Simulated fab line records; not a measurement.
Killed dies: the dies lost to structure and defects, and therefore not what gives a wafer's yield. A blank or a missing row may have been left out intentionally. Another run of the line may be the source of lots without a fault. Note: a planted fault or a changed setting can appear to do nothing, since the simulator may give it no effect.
Which tool is to blame? / flow sfq-line / 45 wafers from 15 lots sampled at 4 of the route's 325 steps

== WHAT THE GAUGES READ, wafer by wafer ==
SFQ_L0_RS_MEAS_901: a four-point-probe measurement.
lot=L865; measured=day 1 12:37; on=film-metro-04; L0_MONX_KI_RS (ohm/sq)=42.7 42.4 42.9
lot=L867; measured=day 1 22:36; on=film-metro-01; L0_MONX_KI_RS (ohm/sq)=43.8 43.8 44.4
lot=L868; measured=day 2 03:34; on=film-metro-04; L0_MONX_KI_RS (ohm/sq)=43.8 43.8 43.5
lot=L872; measured=day 2 23:34; on=film-metro-03; L0_MONX_KI_RS (ohm/sq)=44.1 44.5 44.2
lot=L874; measured=day 3 09:34; on=film-metro-03; L0_MONX_KI_RS (ohm/sq)=43.7 42.5 42.5
lot=L875; measured=day 3 14:34; on=film-metro-01; L0_MONX_KI_RS (ohm/sq)=42.5 42.7 42.5
lot=L876; measured=day 3 19:34; on=film-metro-01; L0_MONX_KI_RS (ohm/sq)=43.0 42.8 42.3
lot=L877; measured=day 4 00:36; on=film-metro-04; L0_MONX_KI_RS (ohm/sq)=44.0 43.0 43.2
lot=L879; measured=day 4 10:34; on=film-metro-04; L0_MONX_KI_RS (ohm/sq)=44.2 44.1 44.3
lot=L880; measured=day 4 15:35; on=film-metro-03; L0_MONX_KI_RS (ohm/sq)=43.7 43.3 43.6
lot=L881; measured=day 4 20:37; on=film-metro-03; L0_MONX_KI_RS (ohm/sq)=44.2 44.2 43.9
lot=L882; measured=day 5 01:34; on=film-metro-01; L0_MONX_KI_RS (ohm/sq)=43.3 43.7 43.6
lot=L886; measured=day 5 21:36; on=film-metro-01; L0_MONX_KI_RS (ohm/sq)=43.8 43.9 43.9
lot=L887; measured=day 6 02:36; on=film-metro-01; L0_MONX_KI_RS (ohm/sq)=42.2 42.6 42.2
lot=L888; measured=day 6 07:35; on=film-metro-03; L0_MONX_KI_RS (ohm/sq)=43.4 43.6 42.6

SFQ_M0_RS_MEAS_904: a four-point-probe measurement.
lot=L865; measured=day 7 23:17; on=film-metro-02; M0_NB_RS (ohm/sq)=0.895 0.889 0.895
lot=L867; measured=day 8 19:20; on=film-metro-01; M0_NB_RS (ohm/sq)=0.886 0.898 0.900
lot=L868; measured=day 9 00:25; on=film-metro-01; M0_NB_RS (ohm/sq)=0.893 0.895 0.874
lot=L872; measured=day 10 08:11; on=film-metro-04; M0_NB_RS (ohm/sq)=0.885 0.883 0.894
lot=L874; measured=day 10 21:13; on=film-metro-02; M0_NB_RS (ohm/sq)=0.892 0.893 0.886
lot=L875; measured=day 11 06:57; on=film-metro-02; M0_NB_RS (ohm/sq)=0.887 0.890 0.879
lot=L876; measured=day 11 12:59; on=film-metro-04; M0_NB_RS (ohm/sq)=0.908 0.891 0.899
lot=L877; measured=day 11 16:35; on=film-metro-04; M0_NB_RS (ohm/sq)=0.904 0.899 0.897
lot=L879; measured=day 12 10:38; on=film-metro-01; M0_NB_RS (ohm/sq)=0.862 0.864 0.887
lot=L880; measured=day 12 16:34; on=film-metro-04; M0_NB_RS (ohm/sq)=0.888 0.856 0.882
lot=L881; measured=day 12 22:36; on=film-metro-04; M0_NB_RS (ohm/sq)=0.862 0.887 0.861
lot=L882; measured=day 13 08:44; on=film-metro-04; M0_NB_RS (ohm/sq)=0.874 0.874 0.875
lot=L886; measured=day 14 13:59; on=film-metro-02; M0_NB_RS (ohm/sq)=0.878 0.877 0.877
lot=L887; measured=day 14 17:35; on=film-metro-04; M0_NB_RS (ohm/sq)=0.898 0.896 0.893
lot=L888; measured=day 14 23:57; on=film-metro-02; M0_NB_RS (ohm/sq)=0.887 0.891 0.889

== WHICH TOOL RAN EACH LOT (tool, then ch and the chambers of the sampled wafers, then the start) ==
lot=L865; SFQ_TRILAYER_L0_CAP_PECVD_011=pecvd-01 ch 0,1,2, day 4 09:58; SFQ_TRILAYER_M0_DEP_SPUTTER_019=pvd-sputter-06, day 7 23:08
lot=L867; SFQ_TRILAYER_L0_CAP_PECVD_011=pecvd-04 ch 0,2, day 4 21:15; SFQ_TRILAYER_M0_DEP_SPUTTER_019=pvd-sputter-06, day 8 19:11
lot=L868; SFQ_TRILAYER_L0_CAP_PECVD_011=pecvd-02 ch 0,2, day 5 00:51; SFQ_TRILAYER_M0_DEP_SPUTTER_019=pvd-sputter-03, day 9 00:20
lot=L872; SFQ_TRILAYER_L0_CAP_PECVD_011=pecvd-01 ch 0,1,2, day 6 04:35; SFQ_TRILAYER_M0_DEP_SPUTTER_019=pvd-sputter-05, day 10 08:06
lot=L874; SFQ_TRILAYER_L0_CAP_PECVD_011=pecvd-02 ch 0,1,2, day 6 15:23; SFQ_TRILAYER_M0_DEP_SPUTTER_019=pvd-sputter-06, day 10 21:07
lot=L875; SFQ_TRILAYER_L0_CAP_PECVD_011=pecvd-02 ch 1,2, day 6 23:05; SFQ_TRILAYER_M0_DEP_SPUTTER_019=pvd-sputter-05, day 11 06:52
lot=L876; SFQ_TRILAYER_L0_CAP_PECVD_011=pecvd-02 ch 0,1,2, day 7 06:17; SFQ_TRILAYER_M0_DEP_SPUTTER_019=pvd-sputter-06, day 11 12:53
lot=L877; SFQ_TRILAYER_L0_CAP_PECVD_011=pecvd-04 ch 0,1,2, day 7 09:53; SFQ_TRILAYER_M0_DEP_SPUTTER_019=pvd-sputter-06, day 11 16:28
lot=L879; SFQ_TRILAYER_L0_CAP_PECVD_011=pecvd-01 ch 0,1, day 8 00:17; SFQ_TRILAYER_M0_DEP_SPUTTER_019=pvd-sputter-06, day 12 10:32
lot=L880; SFQ_TRILAYER_L0_CAP_PECVD_011=pecvd-01 ch 0,1, day 8 08:41; SFQ_TRILAYER_M0_DEP_SPUTTER_019=pvd-sputter-06, day 12 16:27
lot=L881; SFQ_TRILAYER_L0_CAP_PECVD_011=pecvd-04 ch 0,1,2, day 8 16:37; SFQ_TRILAYER_M0_DEP_SPUTTER_019=pvd-sputter-06, day 12 22:27
lot=L882; SFQ_TRILAYER_L0_CAP_PECVD_011=pecvd-01 ch 0,1, day 9 02:12; SFQ_TRILAYER_M0_DEP_SPUTTER_019=pvd-sputter-05, day 13 08:39
lot=L886; SFQ_TRILAYER_L0_CAP_PECVD_011=pecvd-04 ch 1,2, day 10 01:53; SFQ_TRILAYER_M0_DEP_SPUTTER_019=pvd-sputter-05, day 14 13:52
lot=L887; SFQ_TRILAYER_L0_CAP_PECVD_011=pecvd-01 ch 0,1, day 10 05:39; SFQ_TRILAYER_M0_DEP_SPUTTER_019=pvd-sputter-05, day 14 17:28
lot=L888; SFQ_TRILAYER_L0_CAP_PECVD_011=pecvd-01 ch 0,1, day 10 11:29; SFQ_TRILAYER_M0_DEP_SPUTTER_019=pvd-sputter-05, day 14 23:50
- SFQ_TRILAYER_L0_CAP_PECVD_011: deposits SiO2 from SiH4/N2O, time 13.333 s, target thk 60 nm.
- SFQ_TRILAYER_M0_DEP_SPUTTER_019: material Nb, target thk 200 nm, time 133.3 s.

== WHAT THE TOOLS THEMSELVES READ (means of the sampled wafers that have a number; where no wafer has one, the mark that the record gives instead) ==
SFQ_TRILAYER_L0_CAP_PECVD_011.
lot=L865; tool=pecvd-01; heater-power-w (W)=83; throttle-valve-pct (%)=26.7
lot=L867; tool=pecvd-04; heater-power-w (W)=86; throttle-valve-pct (%)=23.8
lot=L868; tool=pecvd-02; heater-power-w (W)=63; throttle-valve-pct (%)=24.8
lot=L872; tool=pecvd-01; heater-power-w (W)=86; throttle-valve-pct (%)=26.7
lot=L874; tool=pecvd-02; heater-power-w (W)=71; throttle-valve-pct (%)=25.1
lot=L875; tool=pecvd-02; heater-power-w (W)=64; throttle-valve-pct (%)=25.4
lot=L876; tool=pecvd-02; heater-power-w (W)=68; throttle-valve-pct (%)=25.2
lot=L877; tool=pecvd-04; heater-power-w (W)=91; throttle-valve-pct (%)=23.6
lot=L879; tool=pecvd-01; heater-power-w (W)=83; throttle-valve-pct (%)=27.2
lot=L880; tool=pecvd-01; heater-power-w (W)=84; throttle-valve-pct (%)=27.1
lot=L881; tool=pecvd-04; heater-power-w (W)=90; throttle-valve-pct (%)=23.8
lot=L882; tool=pecvd-01; heater-power-w (W)=74; throttle-valve-pct (%)=26.9
lot=L886; tool=pecvd-04; heater-power-w (W)=79; throttle-valve-pct (%)=23.9
lot=L887; tool=pecvd-01; heater-power-w (W)=87; throttle-valve-pct (%)=27.0
lot=L888; tool=pecvd-01; heater-power-w (W)=78; throttle-valve-pct (%)=27.2

SFQ_TRILAYER_M0_DEP_SPUTTER_019.
lot=L865; tool=pvd-sputter-06; cathode-dc-power-W (W)=1999.7; throttle-valve-pct (%)=28.9
lot=L867; tool=pvd-sputter-06; cathode-dc-power-W (W)=1999.7; throttle-valve-pct (%)=29.6
lot=L868; tool=pvd-sputter-03; cathode-dc-power-W (W)=2000.1; throttle-valve-pct (%)=30.2
lot=L872; tool=pvd-sputter-05; cathode-dc-power-W (W)=1999.8; throttle-valve-pct (%)=30.9
lot=L874; tool=pvd-sputter-06; cathode-dc-power-W (W)=2000.0; throttle-valve-pct (%)=29.6
lot=L875; tool=pvd-sputter-05; cathode-dc-power-W (W)=1999.8; throttle-valve-pct (%)=30.0
lot=L876; tool=pvd-sputter-06; cathode-dc-power-W (W)=1999.8; throttle-valve-pct (%)=29.6
lot=L877; tool=pvd-sputter-06; cathode-dc-power-W (W)=2000.0; throttle-valve-pct (%)=29.1
lot=L879; tool=pvd-sputter-06; cathode-dc-power-W (W)=2055.7; throttle-valve-pct (%)=29.4
lot=L880; tool=pvd-sputter-06; cathode-dc-power-W (W)=2027.7; throttle-valve-pct (%)=29.9
lot=L881; tool=pvd-sputter-06; cathode-dc-power-W (W)=2055.9; throttle-valve-pct (%)=29.2
lot=L882; tool=pvd-sputter-05; cathode-dc-power-W (W)=2000.2; throttle-valve-pct (%)=30.4
lot=L886; tool=pvd-sputter-05; cathode-dc-power-W (W)=1999.8; throttle-valve-pct (%)=30.5
lot=L887; tool=pvd-sputter-05; cathode-dc-power-W (W)=2000.0; throttle-valve-pct (%)=30.5
lot=L888; tool=pvd-sputter-05; cathode-dc-power-W (W)=2000.2; throttle-valve-pct (%)=30.1

== THE ANSWER, worked out from the rows above alone ==
Rule: the usual values come from the lots themselves. Put in order of their means at a reading, lots are off if they are a third of the lots or fewer, leave a main group of 4 or more, and stand apart from it by a gap of 3 or more times the standard deviation of the main group's means; of several such gaps the widest counts. The tables above print the reading to a certain number of digits; a main group whose means all agree to those digits is not used. Also off: a lot with no number at a reading for which 4 or more lots have one. Any other lot the step has rows for is counted as sound. After the gauges, taken in route order, come the tools' own readings; for these a lot's mean is taken, as printed above. The first step at which some lot is off is used, and at that step the reading that is off furthest; a lot without a number counts as furthest.
Off: L879, L880, L881, at SFQ_TRILAYER_M0_DEP_SPUTTER_019 (cathode-dc-power-W). Main group: mean 1999.9 W, sd 0.17.
If a tool, at that step or one of the process steps before it, ran each lot that is off and ran no sound lot following the first of them, it fits. One fits: SFQ_TRILAYER_M0_DEP_SPUTTER_019 on pvd-sputter-06. Its last sound lot is L877 (day 11 16:28), its first lot that is off L879 (day 12 10:32): a fault that began between those two fits.
The tool's own readings at SFQ_TRILAYER_M0_DEP_SPUTTER_019 bear it out: on the lots that are off they differ by more than 5 times the standard deviation of the sound lots' means. cathode-dc-power-W reads 2046.4 W there against 1999.9 W on the sound lots.

== WHAT HAD BEEN PUT IN BY THE SIMULATOR ==
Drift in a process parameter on pvd-sputter-06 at SFQ_TRILAYER_M0_DEP_SPUTTER_019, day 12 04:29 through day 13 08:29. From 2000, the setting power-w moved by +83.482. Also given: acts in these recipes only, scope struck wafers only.
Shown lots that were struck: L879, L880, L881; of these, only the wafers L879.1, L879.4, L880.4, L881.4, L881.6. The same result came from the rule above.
